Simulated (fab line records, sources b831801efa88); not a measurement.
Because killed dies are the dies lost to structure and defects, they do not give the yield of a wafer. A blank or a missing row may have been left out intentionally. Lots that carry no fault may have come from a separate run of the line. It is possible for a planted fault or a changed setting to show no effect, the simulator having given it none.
Chamber matching | flow sky130 | SKY_CONTACT_HDPCVD_02 on hdpcvd-02: 3 sister chambers
The step deposits SiO2, target thk 565 nm, time 94.2 s. 16 wafers are shown with their chamber, then 8 later ones without.

== WAFERS, EACH WITH ITS CHAMBER ==
wafer  | chamber | run length s (s)
L751.2 | 0       | 122.3
L751.3 | 2       | 121.8
L751.5 | 0       | 122.5
L754.2 | 1       | 122.6
L754.3 | 2       | 121.7
L754.4 | 0       | 121.8
L759.2 | 0       | 121.8
L759.5 | 1       | 122.8
L759.6 | 0       | 122.0
L764.2 | 2       | 121.8
L764.3 | 0       | 122.3
L764.5 | 1       | 122.8
L768.2 | 0       | 122.1
L768.4 | 0       | 122.2
L768.6 | 1       | 123.6
L770.3 | 2       | 121.9

SIGNATURES, as means of the wafers listed above
reading      | chamber 0 | chamber 1 | chamber 2 | scatter within a chamber
run length s | 122.125   | 122.950   | 121.800   | 0.284
Rule: a wafer's distance from a chamber is the root of the sum, over the readings, of the square of ((its reading less the chamber's mean) divided by the reading's scatter). The wafer belongs to the nearest chamber; if the next one is less than 2 further off, it can't be placed. How the scatter is found: for the shown wafers, subtract from each reading the mean of its chamber, square and add these, divide the total by (wafers less chambers), then take the root.

== WAFERS WITHOUT THEIR CHAMBER ==
wafer  | run length s (s)
L770.4 | 122.2
L770.5 | 122.6
L769.3 | 122.8
L769.5 | 121.8
L769.6 | 121.7
L772.1 | 122.1
L772.3 | 122.1
L772.6 | 122.6

== THE CHAMBER EACH PASSED THROUGH ==
wafer  | from the rows above          | in truth
L770.4 | can't be placed: 0 or 2      | 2
L770.5 | can't be placed: 1 or 0 or 2 | 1
L769.3 | can't be placed: 1 or 0      | 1
L769.5 | can't be placed: 2 or 0      | 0
L769.6 | can't be placed: 2 or 0      | 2
L772.1 | can't be placed: 0 or 2      | 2
L772.3 | can't be placed: 0 or 2      | 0
L772.6 | can't be placed: 1 or 0 or 2 | 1
Placed correctly: 0 of 8. Cannot be placed on the basis of these rows: 8; the candidates contain the true chamber in 8. Wrongly placed: 0.
